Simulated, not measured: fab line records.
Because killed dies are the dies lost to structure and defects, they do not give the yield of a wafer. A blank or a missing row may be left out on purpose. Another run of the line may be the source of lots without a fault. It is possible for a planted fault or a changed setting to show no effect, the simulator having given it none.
The tool behind it: which one? ; flow gf180mcu ; 7 lots, 21 wafers sampled, at 3 steps of a route of 602

WHAT THE GAUGES SHOWED, per wafer
GF_V1_THK_MEAS_03.
lot;measured;on;V1_CVD_02_THK (nm)
L871;day 17 19:58;film-metro-01;839 844 859
L875;day 19 12:43;film-metro-01;833 850 854
L876;day 19 22:49;film-metro-02;840 855 853
L879;day 21 06:02;film-metro-03;833 838 842
L882;day 22 11:27;film-metro-01;828 851 854
L885;day 23 14:12;film-metro-01;841 854 863
L891;day 25 05:11;film-metro-03;859 870 861

TOOL THAT RAN EACH LOT (tool first, then ch and the chambers of the sampled wafers, then the start)
lot;GF_SAB_WET_ETCH_12;GF_M1_SPUTTER_01
L871;wet-bench-01 ch 2, day 15 19:18;pvd-sputter-02, day 16 19:50
L875;wet-bench-02 ch 3, day 17 08:42;pvd-sputter-01, day 18 11:07
L876;wet-bench-04 ch 2, day 17 18:08;pvd-sputter-03, day 18 21:06
L879;wet-bench-04 ch 2, day 19 02:01;pvd-sputter-03, day 20 05:16
L882;wet-bench-01 ch 2, day 20 07:19;pvd-sputter-01, day 21 10:07
L885;wet-bench-04 ch 3, day 21 09:59;pvd-sputter-01, day 22 12:42
L891;wet-bench-02 ch 3, day 23 04:08;pvd-sputter-01, day 24 06:01
- GF_SAB_WET_ETCH_12: etches SiO2 in dHF, target depth 22 nm, time 440 s.
- GF_M1_SPUTTER_01: material TiN, target thk 30 nm, time 25 s.

THE ANSWER, worked out from the rows above alone
Rule: usual is defined by the lots themselves. Put in order of their means at a reading, lots are off if they are a third of the lots or fewer, leave a main group of 4 or more, and stand apart from it by a gap of 3 or more times the standard deviation of the main group's means; of several such gaps the widest counts. A main group whose means are all the same, to the digits that the tables above print for the reading, isn't used. Also off: a lot with no number at a reading for which 4 or more lots have one. Any other lot the step has rows for is counted as sound.
Nothing can be told from this: no lot is off at any reading shown.

WHAT THE SIMULATOR PUT IN
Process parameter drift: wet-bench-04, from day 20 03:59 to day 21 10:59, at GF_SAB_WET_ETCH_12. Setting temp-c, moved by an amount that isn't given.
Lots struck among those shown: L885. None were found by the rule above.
